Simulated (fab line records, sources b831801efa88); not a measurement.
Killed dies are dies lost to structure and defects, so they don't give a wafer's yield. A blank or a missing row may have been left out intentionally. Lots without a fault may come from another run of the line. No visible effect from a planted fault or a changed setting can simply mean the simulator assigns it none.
fab line records | flow gf180mcu | part 1 of 2: steps 1 to 25 of 35
[record] lots = 5 | wafers = 15 | last_day = 34
route steps=602 shown M1@328 V1@335 M2@362
lots untouched by any fault: they come from a run of this same line in which no faults occurred
start_h: hours from the record's opening day to when the first of the lot's shown wafers began | wait_h: time in hours since the lot's previous step | " unchanged from the row above | L1.1+2: a single row standing in for several wafers | - no value, or no start was given | * or withheld: withheld | < > ~ a bound
route shown NAME@n: a module of which the file shows steps, and the number in the route of the first | usual: the fault-free wafers' mean and standard deviation | same: alike in all rows | chamber/n: place in a boat | sites: readings site by site | _std_site: standard deviation across them | _edge_site: inner sites' mean taken away from outer sites' mean | radius_mm: for every site, how far away it sits from the centre of the wafer | mask NAME#n: copy n | behind: the most recent tool/chamber to have shaped the wafer | hold: what put the lot on hold/how long, in hours/how the hold closed | device: the transistor (n, p or np) that didn't switch | end of line: the tests these same wafers got at the end of their route | a step given without rows: its recipe and nothing more | killed: not the wafer's yield, but the dies lost to structure and defects at the first sort | map: dies across one wafer; x = killed, . = not, _ = none there
set.NAME: setting as actually run; set.NAME@STEP: the setting as run at that earlier step | model.NAME: the simulator's own value behind a step, which no gauge read
a table for each step, a row for each wafer; lots at some steps of the route
services: the hour from which a tool's chamber was out of use, counted from the record's first day as start_h (under 0 if before that day), plus the number of hours and why
[[steps]]
[step GF_M1_DEVELOP_13]
[recipe] develop_time_s = 60 | dev_temp_c = 21
[usual] resist_line_temp_C = 22.99/0.099
lot.wafer | tool           | chamber | start_h | wait_h | resist_line_temp_C
L074.1    | litho_track-04 | 0       | 388.26  | 0.2    | 22.95
L074.4    | "              | 0       | "       | "      | 23.03
L074.5    | "              | 0       | "       | "      | 22.99
L077.1    | litho_track-01 | 0       | 412.18  | 0.2    | 23.04
L077.2    | "              | 0       | "       | "      | 23.03
L077.5    | "              | 0       | "       | "      | 22.89
L089.2    | litho_track-04 | 0       | 528.54  | 0.2    | 22.98
L089.3    | "              | 0       | "       | "      | 23.23
L089.4    | "              | 0       | "       | "      | 23.04
L092.1    | litho_track-04 | 0       | 550.21  | 0.2    | 22.95
L092.2    | "              | 0       | "       | "      | 23.15
L092.5    | "              | 0       | "       | "      | 23.01
L095.1    | litho_track-04 | 0       | 570.61  | 0.2    | 22.76
L095.3    | "              | 0       | "       | "      | 22.88
L095.4    | "              | 0       | "       | "      | 22.91
[step GF_M1_CD_MEAS_14]
[recipe] target_cd_nm = 230
[usual] cd_nm = 229.9/0.94
lot.wafer | tool      | chamber | start_h | wait_h | cd_nm
L074.1    | cd_sem-02 | -       | 388.56  | 0.3    | 228.9
L074.4    | "         | -       | "       | "      | 229.7
L074.5    | "         | -       | "       | "      | 228.4
L077.1    | cd_sem-02 | -       | 412.33  | 0.1    | 230.5
L077.2    | "         | -       | "       | "      | 231.2
L077.5    | "         | -       | "       | "      | 229.4
L089.2    | cd_sem-02 | -       | 528.68  | 0.1    | 229.6
L089.3    | "         | -       | "       | "      | 230.4
L089.4    | "         | -       | "       | "      | 230.3
L092.1    | cd_sem-01 | -       | 550.36  | 0.1    | 229.3
L092.2    | "         | -       | "       | "      | 229.4
L092.5    | "         | -       | "       | "      | 230.1
L095.1    | cd_sem-01 | -       | 570.76  | 0.1    | 230.2
L095.3    | "         | -       | "       | "      | 230.3
L095.4    | "         | -       | "       | "      | 230.2
[step GF_M1_OVL_MEAS_15]
[usual] M1_OVL = -4/4.8
lot.wafer | tool       | chamber | start_h | wait_h | M1_OVL[nm]
L074.1    | overlay-02 | -       | 388.68  | 0.1    | -5
L074.4    | "          | -       | "       | "      | -6
L074.5    | "          | -       | "       | "      | 0
L077.1    | overlay-01 | -       | 412.45  | 0.1    | -3
L077.2    | "          | -       | "       | "      | -5
L077.5    | "          | -       | "       | "      | -5
L089.2    | overlay-02 | -       | 528.79  | 0.1    | -4
L089.3    | "          | -       | "       | "      | -4
L089.4    | "          | -       | "       | "      | -5
L092.1    | overlay-01 | -       | 550.48  | 0.1    | -8
L092.2    | "          | -       | "       | "      | -3
L092.5    | "          | -       | "       | "      | -11
L095.1    | overlay-02 | -       | 570.88  | 0.1    | -5
L095.3    | "          | -       | "       | "      | -5
L095.4    | "          | -       | "       | "      | 1
[step GF_M1_METAL_ETCH_16]
[recipe] chemistry = Cl2/BCl3 | mask_material = KrF | target_depth_nm = 750.8 | stop_on = SiO2 | pressure_mtorr = 8 | icp_w = 800 | bias_w = 140 | Cl2_flow_sccm = 80 | bcl3_flow_sccm = 40 | time_s = 125.1
[usual] drypump_motor_current_A = 5.8/0.4 | he_backside_leak_sccm = 3.4/0.31 | oes_product_au = 0.990/0.0047 | rf_fwd_power_W = 795.6/2.9 | throttle_valve_pct = 28.230/0.0098
lot.wafer | tool         | chamber | start_h | wait_h | drypump_motor_current_A | he_backside_leak_sccm | oes_product_au | rf_fwd_power_W | rf_hours_counter_h | throttle_valve_pct
L074.1    | rie_metal-02 | 1       | 388.72  | 0.0    | 6.3                     | 3.0                   | 0.987          | 797.8          | 11                 | 28.223
L074.4    | "            | 0       | "       | "      | 5.3                     | 3.0                   | 0.989          | 795.6          | -                  | 28.216
L074.5    | "            | 0       | "       | "      | 5.3                     | 3.8                   | 0.992          | 797.5          | -                  | 28.229
L077.1    | rie_metal-04 | 1       | 412.49  | 0.0    | 6.0                     | 3.5                   | 0.995          | 792.1          | 3                  | 28.242
L077.2    | "            | 0       | "       | "      | 5.2                     | 3.4                   | 0.998          | 793.6          | 5                  | 28.204
L077.5    | "            | 1       | "       | "      | 6.0                     | 3.5                   | 0.984          | 792.6          | -                  | 28.242
L089.2    | rie_metal-02 | 1       | 528.82  | 0.0    | 6.3                     | 3.1                   | 0.983          | 797.5          | 1                  | 28.253
L089.3    | "            | 0       | "       | "      | 5.3                     | 3.0                   | 0.992          | 798.5          | -                  | 28.232
L089.4    | "            | 1       | "       | "      | 6.3                     | 3.5                   | 0.985          | 797.6          | -                  | 28.258
L092.1    | rie_metal-01 | 0       | 550.52  | 0.0    | 6.1                     | 3.8                   | 0.988          | 797.7          | 9                  | 28.230
L092.2    | "            | 1       | "       | "      | 6.0                     | 3.5                   | 0.987          | 793.7          | 2                  | 28.218
L092.5    | "            | 0       | "       | "      | 6.1                     | 3.7                   | 0.988          | 798.1          | -                  | 28.232
L095.1    | rie_metal-04 | 1       | 570.92  | 0.0    | 6.0                     | 3.5                   | 0.991          | 795.1          | 7                  | 28.224
L095.3    | "            | 0       | "       | "      | 5.1                     | 3.3                   | 0.986          | 796.9          | -                  | 28.230
L095.4    | "            | 1       | "       | "      | 6.0                     | 3.4                   | 0.997          | 799.4          | -                  | 28.211
[step GF_M1_STRIP_17]
[recipe] chemistry = O2/N2 | power_w = 1400 | pressure_mtorr = 1500 | platen_temp_c = 250 | o2_flow_sccm = 3000 | n2_flow_sccm = 300 | overash_fraction = 0.5
[usual] drypump_motor_current_A = 5.6/0.53 | heater_power_w = 346/29 | oes_product_au = 0.537/0.0046 | strip_time_to_endpoint_s = 7.37/0.041
lot.wafer | tool            | chamber | start_h | wait_h | drypump_motor_current_A | heater_power_w | oes_product_au | rf_hours_counter_h | strip_time_to_endpoint_s
L074.1    | plasma_asher-02 | 0       | 388.85  | 0.1    | 6.1                     | 381            | 0.542          | 28                 | 7.32
L074.4    | "               | 1       | "       | "      | 5.1                     | 346            | 0.539          | -                  | 7.35
L074.5    | "               | 1       | "       | "      | 5.1                     | 342            | 0.531          | -                  | 7.31
L077.1    | plasma_asher-03 | 0       | 412.62  | 0.1    | 6.0                     | 333            | 0.541          | 64                 | 7.40
L077.2    | "               | 1       | "       | "      | 4.7                     | 294            | 0.541          | 64                 | 7.36
L077.5    | "               | 0       | "       | "      | 6.0                     | 343            | 0.540          | -                  | 7.41
L089.2    | plasma_asher-03 | 1       | 528.95  | 0.1    | 4.7                     | 301            | 0.537          | 77                 | 7.44
L089.3    | "               | 0       | "       | "      | 6.0                     | 337            | 0.543          | -                  | 7.37
L089.4    | "               | 1       | "       | "      | 4.7                     | 309            | 0.540          | -                  | 7.43
L092.1    | plasma_asher-03 | 0       | 550.69  | 0.1    | 5.9                     | 337            | 0.537          | 79                 | 7.40
L092.2    | "               | 1       | "       | "      | 4.7                     | 300            | 0.531          | 79                 | 7.32
L092.5    | "               | 1       | "       | "      | 4.7                     | 296            | 0.540          | -                  | 7.39
L095.1    | plasma_asher-02 | 0       | 571.05  | 0.1    | 6.1                     | 402            | 0.536          | 47                 | 7.42
L095.3    | "               | 0       | "       | "      | 6.0                     | 386            | 0.532          | -                  | 7.39
L095.4    | "               | 1       | "       | "      | 5.1                     | 346            | 0.538          | -                  | 7.39
[step GF_M1_STRIP_18]
[recipe] chemistry = post_etch_residue_remover | time_s = 1200 | temp_c = 72.5
lot.wafer  | tool         | chamber | start_h | wait_h
L074.1+4+5 | wet_bench-01 | 1       | 388.95  | 0.1
L077.1+2+5 | wet_bench-03 | 0       | 412.72  | 0.1
L089.2+3+4 | wet_bench-03 | 3       | 529.05  | 0.1
L092.1+2+5 | wet_bench-03 | 3       | 550.79  | 0.1
L095.1+3+4 | wet_bench-01 | 1       | 571.15  | 0.1
[step GF_M1_CLEAN_19]
[recipe] chemistry = DIW | dry = n2_spin
lot.wafer  | tool         | chamber | start_h | wait_h
L074.1+4+5 | wet_bench-03 | 2       | 389.29  | 0.0
L077.1+2+5 | wet_bench-02 | 2       | 413.09  | 0.0
L089.2+3+4 | wet_bench-02 | 2       | 529.73  | 0.0
L092.1+2+5 | wet_bench-01 | 1       | 551.68  | 0.0
L095.1+3+4 | wet_bench-02 | 1       | 571.52  | 0.0
[step GF_V1_CVD_00]
[recipe] material = SiO2 | target_thk_nm = 600 | sigma_open_frac = 0.3 | temp_c = 400 | time_s = 100 | sih4_flow_sccm = 60 | pressure_mtorr = 6
lot.wafer  | tool      | chamber | start_h | wait_h
L074.1+4+5 | hdpcvd-02 | 1,1,2   | 389.39  | 0.0
L077.1+2+5 | hdpcvd-02 | 1,2,2   | 413.18  | 0.0
L089.2+3+4 | hdpcvd-01 | 1,0,2   | 529.84  | 0.0
L092.1+2+5 | hdpcvd-02 | 1,2,1   | 551.77  | 0.0
L095.1+3+4 | hdpcvd-01 | 0,1,1   | 571.61  | 0.0
[step GF_V1_THK_MEAS_01]
[recipe] reads = SiO2_of_V1_CVD_00
[usual] V1_CVD_00_THK = 600/5.1
lot.wafer | tool          | chamber | start_h | wait_h | V1_CVD_00_THK[nm]
L074.1    | film_metro-01 | -       | 389.46  | 0.0    | 599
L074.4    | "             | -       | "       | "      | 600
L074.5    | "             | -       | "       | "      | 601
L077.1    | film_metro-03 | -       | 413.25  | 0.0    | 603
L077.2    | "             | -       | "       | "      | 593
L077.5    | "             | -       | "       | "      | 594
L089.2    | film_metro-01 | -       | 529.92  | 0.0    | 596
L089.3    | "             | -       | "       | "      | 591
L089.4    | "             | -       | "       | "      | 598
L092.1    | film_metro-01 | -       | 551.84  | 0.0    | 595
L092.2    | "             | -       | "       | "      | 600
L092.5    | "             | -       | "       | "      | 608
L095.1    | film_metro-03 | -       | 571.68  | 0.0    | 598
L095.3    | "             | -       | "       | "      | 603
L095.4    | "             | -       | "       | "      | 605
[step GF_V1_CVD_02]
[recipe] material = SiO2 | target_thk_nm = 850 | precursor = TEOS | temp_c = 400 | time_s = 94.851 | rf_w = 600
[usual] heater_power_w = 606/68 | rf_fwd_power_W = 596.4/2.1
lot.wafer | tool     | chamber | start_h | wait_h | heater_power_w | rf_fwd_power_W
L074.1    | pecvd-02 | 2       | 389.52  | 0.1    | 604            | 596.6
L074.4    | "        | 2       | "       | "      | 670            | 596.1
L074.5    | "        | 0       | "       | "      | 576            | 598.3
L077.1    | pecvd-01 | 0       | 413.31  | 0.1    | 573            | 596.4
L077.2    | "        | 2       | "       | "      | 570            | 597.9
L077.5    | "        | 1       | "       | "      | 684            | 595.4
L089.2    | pecvd-02 | 2       | 529.97  | 0.0    | 725            | 593.8
L089.3    | "        | 1       | "       | "      | 674            | 596.6
L089.4    | "        | 0       | "       | "      | 491            | 597.4
L092.1    | pecvd-03 | 0       | 551.90  | 0.1    | 535            | 597.9
L092.2    | "        | 2       | "       | "      | 601            | 599.8
L092.5    | "        | 2       | "       | "      | 641            | 598.8
L095.1    | pecvd-02 | 0       | 571.74  | 0.1    | 512            | 594.4
L095.3    | "        | 2       | "       | "      | 708            | 593.5
L095.4    | "        | 0       | "       | "      | 567            | 594.3
[step GF_V1_THK_MEAS_03]
[recipe] reads = SiO2_of_V1_CVD_02
[usual] V1_CVD_02_THK = 848/12
lot.wafer | tool          | chamber | start_h | wait_h | V1_CVD_02_THK[nm]
L074.1    | film_metro-02 | -       | 389.59  | 0.0    | 821
L074.4    | "             | -       | "       | "      | 835
L074.5    | "             | -       | "       | "      | 835
L077.1    | film_metro-02 | -       | 413.38  | 0.0    | 844
L077.2    | "             | -       | "       | "      | 841
L077.5    | "             | -       | "       | "      | 868
L089.2    | film_metro-03 | -       | 530.05  | 0.0    | 829
L089.3    | "             | -       | "       | "      | 832
L089.4    | "             | -       | "       | "      | 842
L092.1    | film_metro-01 | -       | 551.97  | 0.0    | 839
L092.2    | "             | -       | "       | "      | 844
L092.5    | "             | -       | "       | "      | 858
L095.1    | film_metro-01 | -       | 571.81  | 0.0    | 843
L095.3    | "             | -       | "       | "      | 849
L095.4    | "             | -       | "       | "      | 863
[step GF_V1_CMP_04]
[recipe] material = SiO2 | down_force_psi = 4 | platen_rpm = 60 | pad_velocity_m_s = 0.94248
[usual] motor_current_A = 12.1/1.4 | time_to_endpoint_s = 80/5.5
lot.wafer | tool   | chamber | start_h | wait_h | motor_current_A | time_to_endpoint_s
L074.1    | cmp-02 | 1       | 389.82  | 0.2    | 10.2            | 73
L074.4    | "      | 2       | "       | "      | 10.4            | 75
L074.5    | "      | 2       | "       | "      | 11.3            | 75
L077.2    | cmp-02 | 2       | 413.44  | 0.0    | 11.2            | 83
L077.1    | "      | 1       | "       | "      | 10.4            | 87
L077.5    | "      | 3       | "       | "      | 12.9            | 93
L089.4    | cmp-02 | 0       | 530.10  | 0.0    | 13.6            | 71
L089.2    | "      | 1       | "       | "      | 11.0            | 73
L089.3    | "      | 2       | "       | "      | 10.8            | 69
L092.2    | cmp-02 | 0       | 552.13  | 0.1    | 14.4            | 73
L092.1    | "      | 1       | "       | "      | 10.6            | 79
L092.5    | "      | 2       | "       | "      | 11.3            | 84
L095.3    | cmp-01 | 0       | 571.87  | 0.0    | 10.5            | 78
L095.1    | "      | 2       | "       | "      | 11.9            | 77
L095.4    | "      | 3       | "       | "      | 14.0            | 86
[step GF_V1_BOW_MEAS_05]
[recipe] mode = bow
[usual] V1_BOW = 82/6.9
lot.wafer | tool          | chamber | start_h | wait_h | V1_BOW[um]
L074.1    | film_metro-02 | -       | 390.12  | 0.2    | 91
L074.4    | "             | -       | "       | "      | 93
L074.5    | "             | -       | "       | "      | 72
L077.1    | film_metro-03 | -       | 413.74  | 0.1    | 71
L077.2    | "             | -       | "       | "      | 83
L077.5    | "             | -       | "       | "      | 83
L089.2    | film_metro-02 | -       | 530.42  | 0.2    | 72
L089.3    | "             | -       | "       | "      | 84
L089.4    | "             | -       | "       | "      | 86
L092.1    | film_metro-03 | -       | 552.33  | 0.1    | 85
L092.2    | "             | -       | "       | "      | 80
L092.5    | "             | -       | "       | "      | 75
L095.1    | film_metro-02 | -       | 572.17  | 0.1    | 91
L095.3    | "             | -       | "       | "      | 90
L095.4    | "             | -       | "       | "      | 83
[step GF_V1_DEHYDRATE_06]
[recipe] temp_c = 200 | time_s = 60
[usual] heater_power_total_W = 160.38/0.14 | resist_line_temp_C = 22.99/0.099
lot.wafer | tool           | chamber | start_h | wait_h | heater_power_total_W | resist_line_temp_C
L074.1    | litho_track-02 | 0       | 400.52  | 10.4   | 160.17               | 23.03
L074.4    | "              | 0       | "       | "      | 160.21               | 22.85
L074.5    | "              | 0       | "       | "      | 160.30               | 22.93
L077.1    | litho_track-04 | 0       | 424.46  | 10.7   | 160.46               | 22.98
L077.2    | "              | 0       | "       | "      | 160.37               | 22.82
L077.5    | "              | 0       | "       | "      | 160.28               | 22.86
L089.2    | litho_track-03 | 0       | 541.22  | 10.8   | 160.31               | 22.95
L089.3    | "              | 0       | "       | "      | 160.24               | 22.89
L089.4    | "              | 0       | "       | "      | 160.62               | 23.11
L092.1    | litho_track-04 | 0       | 563.31  | 11.0   | 160.55               | 23.19
L092.2    | "              | 0       | "       | "      | 160.49               | 22.99
L092.5    | "              | 0       | "       | "      | 160.58               | 22.97
L095.1    | litho_track-04 | 0       | 582.56  | 10.4   | 160.30               | 23.01
L095.3    | "              | 0       | "       | "      | 160.18               | 23.01
L095.4    | "              | 0       | "       | "      | 160.25               | 23.16
[step GF_V1_HMDS_07]
[recipe] prime_time_s = 60 | prime_temp_c = 120
[usual] resist_line_temp_C = 23.00/0.1
lot.wafer | tool           | chamber | start_h | wait_h | resist_line_temp_C
L074.1    | litho_track-02 | 0       | 400.67  | 0.1    | 22.96
L074.4    | "              | 0       | "       | "      | 22.96
L074.5    | "              | 0       | "       | "      | 23.16
L077.1    | litho_track-04 | 0       | 424.61  | 0.1    | 23.16
L077.2    | "              | 0       | "       | "      | 23.07
L077.5    | "              | 0       | "       | "      | 23.12
L089.2    | litho_track-03 | 0       | 541.37  | 0.1    | 22.83
L089.3    | "              | 0       | "       | "      | 22.83
L089.4    | "              | 0       | "       | "      | 22.89
L092.1    | litho_track-04 | 0       | 563.46  | 0.1    | 23.10
L092.2    | "              | 0       | "       | "      | 23.09
L092.5    | "              | 0       | "       | "      | 23.24
L095.1    | litho_track-04 | 0       | 582.71  | 0.1    | 22.98
L095.3    | "              | 0       | "       | "      | 22.88
L095.4    | "              | 0       | "       | "      | 22.96
[step GF_V1_COAT_08]
[recipe] resist = BARC | temp_c = withheld | time_s = withheld | spin_rpm = withheld | resist_thk_nm = withheld
[usual] resist_line_temp_C = *
lot.wafer | tool           | chamber | start_h | wait_h | resist_line_temp_C
L074.1    | litho_track-02 | 0       | 400.82  | 0.1    | *
L074.4    | "              | 0       | "       | "      | *
L074.5    | "              | 0       | "       | "      | *
L077.1    | litho_track-04 | 0       | 424.76  | 0.1    | *
L077.2    | "              | 0       | "       | "      | *
L077.5    | "              | 0       | "       | "      | *
L089.2    | litho_track-03 | 0       | 541.52  | 0.1    | *
L089.3    | "              | 0       | "       | "      | *
L089.4    | "              | 0       | "       | "      | *
L092.1    | litho_track-04 | 0       | 563.61  | 0.1    | *
L092.2    | "              | 0       | "       | "      | *
L092.5    | "              | 0       | "       | "      | *
L095.1    | litho_track-04 | 0       | 582.86  | 0.1    | *
L095.3    | "              | 0       | "       | "      | *
L095.4    | "              | 0       | "       | "      | *
[step GF_V1_COAT_09]
[recipe] resist = KrF | spin_rpm = withheld | resist_thk_nm = 1000
[usual] resist_line_temp_C = 23.01/0.11
lot.wafer | tool           | chamber | start_h | wait_h | resist_line_temp_C
L074.1    | litho_track-02 | 0       | -       | -      | 22.96
L074.4    | "              | 0       | "       | "      | 22.89
L074.5    | "              | 0       | "       | "      | 23.16
L077.1    | litho_track-04 | 0       | -       | -      | 23.05
L077.2    | "              | 0       | "       | "      | 22.89
L077.5    | "              | 0       | "       | "      | 22.99
L089.2    | litho_track-03 | 0       | -       | -      | 22.84
L089.3    | "              | 0       | "       | "      | 22.97
L089.4    | "              | 0       | "       | "      | 22.96
L092.1    | litho_track-04 | 0       | -       | -      | 22.93
L092.2    | "              | 0       | "       | "      | 23.03
L092.5    | "              | 0       | "       | "      | 22.91
L095.1    | litho_track-04 | 0       | -       | -      | 23.15
L095.3    | "              | 0       | "       | "      | 23.34
L095.4    | "              | 0       | "       | "      | 23.02
[step GF_V1_SOFTBAKE_10]
[recipe] temp_c = 130 | time_s = 60 | resist = KrF
[usual] heater_power_total_W = 93.05/0.056 | resist_line_temp_C = 22.98/0.11
lot.wafer | tool           | chamber | start_h | wait_h | heater_power_total_W | resist_line_temp_C
L074.1    | litho_track-02 | 0       | -       | -      | 93.10                | 23.01
L074.4    | "              | 0       | "       | "      | 93.06                | 22.95
L074.5    | "              | 0       | "       | "      | 93.03                | 23.11
L077.1    | litho_track-04 | 0       | -       | -      | 93.12                | 23.04
L077.2    | "              | 0       | "       | "      | 93.09                | 23.00
L077.5    | "              | 0       | "       | "      | 93.09                | 22.97
L089.2    | litho_track-03 | 0       | -       | -      | 93.08                | 22.96
L089.3    | "              | 0       | "       | "      | 93.08                | 22.84
L089.4    | "              | 0       | "       | "      | 93.02                | 22.95
L092.1    | litho_track-04 | 0       | -       | -      | 93.11                | 23.09
L092.2    | "              | 0       | "       | "      | 93.07                | 23.04
L092.5    | "              | 0       | "       | "      | 93.10                | 23.00
L095.1    | litho_track-04 | 0       | -       | -      | 92.95                | 22.96
L095.3    | "              | 0       | "       | "      | 93.05                | 23.01
L095.4    | "              | 0       | "       | "      | 93.04                | 23.11
[step GF_V1_EXPOSE_11]
[recipe] mask_id = Via1 | target_cd_nm = 260 | na = 0.68 | source_shape = conventional | sigma_outer = 0.6 | dose_mj = 38
lot.wafer  | tool           | chamber | start_h | wait_h | mask
L074.1+4+5 | krf_scanner-02 | 0       | -       | -      | Via1#0
L077.1+2+5 | krf_scanner-01 | 0       | -       | -      | Via1#0
L089.2+3+4 | krf_scanner-02 | 0       | -       | -      | Via1#0
L092.1+2+5 | krf_scanner-01 | 0       | -       | -      | Via1#0
L095.1+3+4 | krf_scanner-01 | 0       | -       | -      | Via1#0
[step GF_V1_PEB_12]
[recipe] peb_temp_c = 135 | peb_time_s = 90 | resist = KrF
[usual] heater_power_total_W = 85.69/0.085 | resist_line_temp_C = 22.99/0.1
lot.wafer | tool           | chamber | start_h | wait_h | heater_power_total_W | resist_line_temp_C
L074.1    | litho_track-02 | 0       | -       | -      | 85.80                | 22.97
L074.4    | "              | 0       | "       | "      | 85.63                | 22.89
L074.5    | "              | 0       | "       | "      | 85.70                | 23.04
L077.1    | litho_track-02 | 0       | -       | -      | 85.64                | 23.01
L077.2    | "              | 0       | "       | "      | 85.72                | 22.97
L077.5    | "              | 0       | "       | "      | 85.77                | 22.82
L089.2    | litho_track-02 | 0       | -       | -      | 85.85                | 23.10
L089.3    | "              | 0       | "       | "      | 85.74                | 23.11
L089.4    | "              | 0       | "       | "      | 85.65                | 23.10
L092.1    | litho_track-04 | 0       | -       | -      | 85.76                | 23.06
L092.2    | "              | 0       | "       | "      | 85.71                | 23.02
L092.5    | "              | 0       | "       | "      | 85.78                | 23.01
L095.1    | litho_track-03 | 0       | -       | -      | 85.81                | 22.97
L095.3    | "              | 0       | "       | "      | 85.62                | 22.99
L095.4    | "              | 0       | "       | "      | 85.69                | 22.97
[step GF_V1_DEVELOP_13]
[recipe] develop_time_s = 60 | resist = KrF | dev_temp_c = 21
[usual] resist_line_temp_C = 23.00/0.11
lot.wafer | tool           | chamber | start_h | wait_h | resist_line_temp_C
L074.1    | litho_track-02 | 0       | 413.37  | 0.2    | 22.96
L074.4    | "              | 0       | "       | "      | 23.01
L074.5    | "              | 0       | "       | "      | 22.96
L077.1    | litho_track-02 | 0       | 437.27  | 0.2    | 23.09
L077.2    | "              | 0       | "       | "      | 22.95
L077.5    | "              | 0       | "       | "      | 23.15
L089.2    | litho_track-02 | 0       | 552.09  | 0.2    | 23.04
L089.3    | "              | 0       | "       | "      | 22.91
L089.4    | "              | 0       | "       | "      | 22.85
L092.1    | litho_track-04 | 0       | 574.46  | 0.2    | 23.08
L092.2    | "              | 0       | "       | "      | 22.94
L092.5    | "              | 0       | "       | "      | 23.12
L095.1    | litho_track-03 | 0       | 593.14  | 0.2    | 22.92
L095.3    | "              | 0       | "       | "      | 22.97
L095.4    | "              | 0       | "       | "      | 22.96
[step GF_V1_CD_MEAS_14]
[recipe] target_cd_nm = 260
[usual] cd_nm = 260.1/1.2
lot.wafer | tool      | chamber | start_h | wait_h | cd_nm
L074.1    | cd_sem-01 | -       | 413.52  | 0.1    | 259.9
L074.4    | "         | -       | "       | "      | 258.0
L074.5    | "         | -       | "       | "      | 259.4
L077.1    | cd_sem-01 | -       | 437.42  | 0.1    | 259.6
L077.2    | "         | -       | "       | "      | 260.4
L077.5    | "         | -       | "       | "      | 260.2
L089.2    | cd_sem-02 | -       | 552.24  | 0.1    | 260.0
L089.3    | "         | -       | "       | "      | 258.6
L089.4    | "         | -       | "       | "      | 259.0
L092.1    | cd_sem-02 | -       | 574.61  | 0.1    | 260.5
L092.2    | "         | -       | "       | "      | 261.7
L092.5    | "         | -       | "       | "      | 262.2
L095.1    | cd_sem-01 | -       | 593.29  | 0.1    | 260.1
L095.3    | "         | -       | "       | "      | 259.8
L095.4    | "         | -       | "       | "      | 259.9
[step GF_V1_OVL_MEAS_15]
[usual] V1_OVL = 1/4.9
lot.wafer | tool       | chamber | start_h | wait_h | V1_OVL[nm]
L074.1    | overlay-02 | -       | 413.64  | 0.1    | 7
L074.4    | "          | -       | "       | "      | 0
L074.5    | "          | -       | "       | "      | 7
L077.1    | overlay-01 | -       | 437.54  | 0.1    | -3
L077.2    | "          | -       | "       | "      | 2
L077.5    | "          | -       | "       | "      | 1
L089.2    | overlay-02 | -       | 552.34  | 0.1    | 1
L089.3    | "          | -       | "       | "      | 8
L089.4    | "          | -       | "       | "      | -4
L092.1    | overlay-02 | -       | 574.73  | 0.1    | -4
L092.2    | "          | -       | "       | "      | -4
L092.5    | "          | -       | "       | "      | -9
L095.1    | overlay-01 | -       | 593.41  | 0.1    | 8
L095.3    | "          | -       | "       | "      | 5
L095.4    | "          | -       | "       | "      | -4
[step GF_V1_ETCH_16]
[recipe] chemistry = N2/H2 | target_depth_a = withheld | overetch_a = withheld | time_s = withheld | target = BARC | ion_energy_ev = 200 | source_w = 500 | bias_w = 100 | pressure_mtorr = 30 | n2_flow_sccm = 100 | h2_flow_sccm = 200
[usual] drypump_motor_current_A = 5.9/0.44 | oes_product_au = 0.854/0.0051 | rf_fwd_power_W = 495.1/1.8 | throttle_valve_pct = 13.226/0.0093
lot.wafer | tool        | chamber | start_h | wait_h | drypump_motor_current_A | oes_product_au | rf_fwd_power_W | throttle_valve_pct
L074.1    | rie_diel-01 | 3       | 413.68  | 0.0    | 5.7                     | 0.844          | 493.8          | 13.231
L074.4    | "           | 0       | "       | "      | 5.6                     | 0.854          | 495.5          | 13.222
L074.5    | "           | 0       | "       | "      | 5.6                     | 0.859          | 495.8          | 13.214
L077.1    | rie_diel-01 | 0       | 437.58  | 0.0    | 5.6                     | 0.850          | 495.2          | 13.221
L077.2    | "           | 1       | "       | "      | 6.6                     | 0.845          | 494.2          | 13.211
L077.5    | "           | 1       | "       | "      | 6.7                     | 0.858          | 493.8          | 13.227
L089.2    | rie_diel-03 | 0       | 552.37  | 0.0    | 5.9                     | 0.849          | 494.5          | 13.237
L089.3    | "           | 2       | "       | "      | 5.1                     | 0.855          | 493.0          | 13.220
L089.4    | "           | 1       | "       | "      | 6.4                     | 0.861          | 495.6          | 13.230
L092.1    | rie_diel-01 | 0       | 574.77  | 0.0    | 5.6                     | 0.845          | 495.6          | 13.222
L092.2    | "           | 3       | "       | "      | 5.7                     | 0.846          | 494.1          | 13.214
L092.5    | "           | 0       | "       | "      | 5.6                     | 0.855          | 497.8          | 13.243
L095.1    | rie_diel-03 | 2       | 593.45  | 0.0    | 5.1                     | 0.859          | 494.9          | 13.218
L095.3    | "           | 1       | "       | "      | 6.4                     | 0.846          | 499.4          | 13.213
L095.4    | "           | 0       | "       | "      | 6.0                     | 0.857          | 492.0          | 13.242
[step GF_V1_ETCH_17]
[recipe] chemistry = C4F8/O2/Ar | mask_material = KrF | target = SiO2 | stop_on = TiN | source_w = 1500 | bias_w = 1200 | pressure_mtorr = 40 | c4f8_flow_sccm = withheld | O2_flow_sccm = 6 | Ar_flow_sccm = 300 | time_s = withheld | target_depth_a = 6300
[usual] oes_product_au = 0.856/0.0045 | rf_fwd_power_W = 1493/4.3
lot.wafer | tool        | chamber | start_h | wait_h | oes_product_au | rf_fwd_power_W
L074.1    | rie_diel-01 | 3       | -       | -      | 0.854          | 1488
L074.4    | "           | 0       | "       | "      | 0.855          | 1497
L074.5    | "           | 0       | "       | "      | 0.861          | 1491
L077.1    | rie_diel-01 | 0       | -       | -      | 0.862          | 1492
L077.2    | "           | 1       | "       | "      | 0.862          | 1496
L077.5    | "           | 1       | "       | "      | 0.853          | 1494
L089.2    | rie_diel-03 | 0       | -       | -      | 0.862          | 1496
L089.3    | "           | 2       | "       | "      | 0.853          | 1483
L089.4    | "           | 1       | "       | "      | 0.860          | 1492
L092.1    | rie_diel-01 | 0       | -       | -      | 0.856          | 1495
L092.2    | "           | 3       | "       | "      | 0.859          | 1494
L092.5    | "           | 0       | "       | "      | 0.860          | 1494
L095.1    | rie_diel-03 | 2       | -       | -      | 0.860          | 1487
L095.3    | "           | 1       | "       | "      | 0.855          | 1498
L095.4    | "           | 0       | "       | "      | 0.858          | 1491
